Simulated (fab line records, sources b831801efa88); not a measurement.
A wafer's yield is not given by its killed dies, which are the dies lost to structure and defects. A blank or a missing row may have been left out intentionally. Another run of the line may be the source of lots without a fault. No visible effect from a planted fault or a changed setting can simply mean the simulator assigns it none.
The same fault as seen by 2 desks :: flow gf180mcu :: each desk has only its own numbers; what lay behind them comes last

METROLOGY DESK
Lot by lot, what the gauges showed, no matter which tool ran the lot: averages of those sampled wafers that carry a number. Any lot whose mean is over 4 standard deviations away from the usual mean is out of limits and marked OUT; that distance is given in the brackets. Readings shown: 7 of its 9, picked as those furthest out on some lot.
Columns: A = V1_W_RS at GF_V1_RS_MEAS_24, usual 0.328 ohm/sq; B = V1_W_THK at GF_V1_THK_MEAS_25, usual 346 nm; C = M2_ALCU_RS at GF_M2_RS_MEAS_05, usual 0.0674 ohm/sq; D = cd nm at GF_M2_CD_MEAS_14, usual 279.9 nm; E = M2_OVL at GF_M2_OVL_MEAS_15, usual 0 nm; F = V2_CVD_02_THK at GF_V2_THK_MEAS_03, usual 849 nm; G = V2_BOW at GF_V2_BOW_MEAS_05, usual 96 um
lot: L665
first seen here: day 17 22:15
A: 0.326
B: 350
C: 0.0680
D: 277.6
E: -0
F: 840
G: 89

lot: L671
first seen here: day 20 12:37
A: 0.330
B: 343
C: 0.0671
D: 279.1
E: -1
F: 844
G: 85

lot: L678
first seen here: day 23 10:25
A: 0.329
B: 347
C: 0.0675
D: 279.1
E: -0
F: 850
G: 102

lot: L679
first seen here: day 23 12:58
A: 0.324
B: 354
C: 0.0678
D: 278.8
E: 1
F: 844
G: 96

lot: L680
first seen here: day 23 19:04
A: 0.331
B: 338
C: 0.0672
D: 280.6
E: -5
F: 849
G: 97

lot: L687
first seen here: day 26 01:09
A: 0.322
B: 357
C: 0.0683
D: 280.3
E: -9
F: 831
G: 99
This desk's finding: nothing out of limits on any of the 6 lots.

TOOL OWNER'S DESK, pvd sputter-04
At GF_M2_SPUTTER_04 (material TiN, target thk 50 nm, time 41.7 s) the tool's own readings: per lot run on this tool, the mean of the sampled wafers that have a number. Any lot whose mean is over 4 standard deviations away from the usual mean is out of limits and marked OUT; that distance is given in the brackets.
Columns: A = cathode dc power W at GF_M2_SPUTTER_04, usual 6499.9 W; B = throttle valve pct at GF_M2_SPUTTER_04, usual 29.9 %
lot: L665
first seen here: day 17 22:53
A: 6499.8
B: 29.3

lot: L678
first seen here: day 23 11:03
A: 6500.5
B: 29.3

lot: L679
first seen here: day 23 13:37
A: 6498.5
B: 29.1
This desk's finding: nothing out of limits on any of the 3 lots.

ALL TOGETHER
At the metrology desk, nothing out of limits was observed.
The tool owner's desk saw nothing out of limits.

WHAT HAD BEEN PUT IN BY THE SIMULATOR
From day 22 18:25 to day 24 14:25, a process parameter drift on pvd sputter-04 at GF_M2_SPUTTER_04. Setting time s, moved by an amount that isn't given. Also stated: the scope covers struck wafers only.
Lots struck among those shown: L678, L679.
